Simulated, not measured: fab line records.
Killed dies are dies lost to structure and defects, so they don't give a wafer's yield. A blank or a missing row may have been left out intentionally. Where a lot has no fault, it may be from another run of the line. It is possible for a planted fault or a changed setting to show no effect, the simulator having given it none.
2 desks, one fault	flow sky130	every desk sees just its own numbers, and what lay behind them comes last

== THE METROLOGY DESK ==
Lot by lot, what the gauges showed, no matter which tool ran the lot: averages of those sampled wafers that carry a number. If a lot's mean is further than 4 standard deviations from the usual mean, the lot is out of limits and carries the mark OUT (the distance appears in the brackets).
Columns: A = NWELL_2_TW at SKY_NWELL_TW_MEAS_26, usual 501.8; B = cdNm at SKY_VT_ADJUST_HVTP_CD_MEAS_07, usual 378.9 nm; C = VT_ADJUST_HVTP_OVL at SKY_VT_ADJUST_HVTP_OVL_MEAS_08, usual 0.4 nm
lot	first seen here	A	B	C
L874	day 6 02:19	498.2	375.8	1.4
L873	day 6 02:38	504.0	377.4	-0.0
L875	day 6 07:13	499.6	378.7	1.1
L876	day 6 16:19	498.3	377.6	1.7
L877	day 6 23:59	501.5	377.4	-0.9
L878	day 7 02:58	504.6	380.3	162.9 (+99 or more) OUT
L879	day 7 08:31	500.0	378.3	164.0 (+99 or more) OUT
L880	day 7 15:52	501.6	380.0	162.4 (+99 or more) OUT
L884	day 8 13:20	499.3	381.4	163.6 (+99 or more) OUT
L889	day 9 20:58	502.7	379.2	-0.1
L892	day 11 10:43	505.8	378.8	2.1
L893	day 11 12:01	500.8	381.4	-0.1
Per this desk, out of limits: L878, L879, L880, L884; the first was L878, day 7 22:06 (VT_ADJUST_HVTP_OVL at SKY_VT_ADJUST_HVTP_OVL_MEAS_08). In limits: L874, L873, L875, L876, L877, L889, L892, L893.

== THE TOOL OWNER'S DESK: ilineStepper-02 ==
The tool's own readings at SKY_VT_ADJUST_HVTP_EXPOSE_04 (exposes mask HVTPM, target cd 380 nm): means of the sampled wafers that have a number, for each lot that ran on this tool. If a lot's mean is further than 4 standard deviations from the usual mean, the lot is out of limits and carries the mark OUT (the distance appears in the brackets).
Columns: A = stageVelMmS at SKY_VT_ADJUST_HVTP_EXPOSE_04, usual 499.98 mm/s
lot	first seen here	A
L875	day 6 16:47	500.26
L876	day 7 02:44	499.74
L877	day 7 09:28	499.95
L878	day 7 12:23	500.13
L879	day 7 18:56	499.73
L880	day 8 01:50	500.31
L884	day 8 23:45	499.79
Result from this desk: across the 7 lots, nothing is out of limits.

== PUT TOGETHER ==
On L878, L879, L880, L884, the metrology desk was in a position to raise an alarm at day 7 22:06.
The desk of the tool owner found nothing out of limits.
On record at the tool owner's desk: L878, L879, L880, L884, within its limits.
SKY_VT_ADJUST_HVTP_EXPOSE_04 was run on ilineStepper-02 by each of the lots named.

== WHAT WAS PUT IN BY THE SIMULATOR ==
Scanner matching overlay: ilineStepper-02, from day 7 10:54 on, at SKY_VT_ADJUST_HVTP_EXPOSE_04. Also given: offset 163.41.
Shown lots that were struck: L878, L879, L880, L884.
Time in hours between the start of the fault and the first out-of-limits reading at each desk: metrology desk, 11.
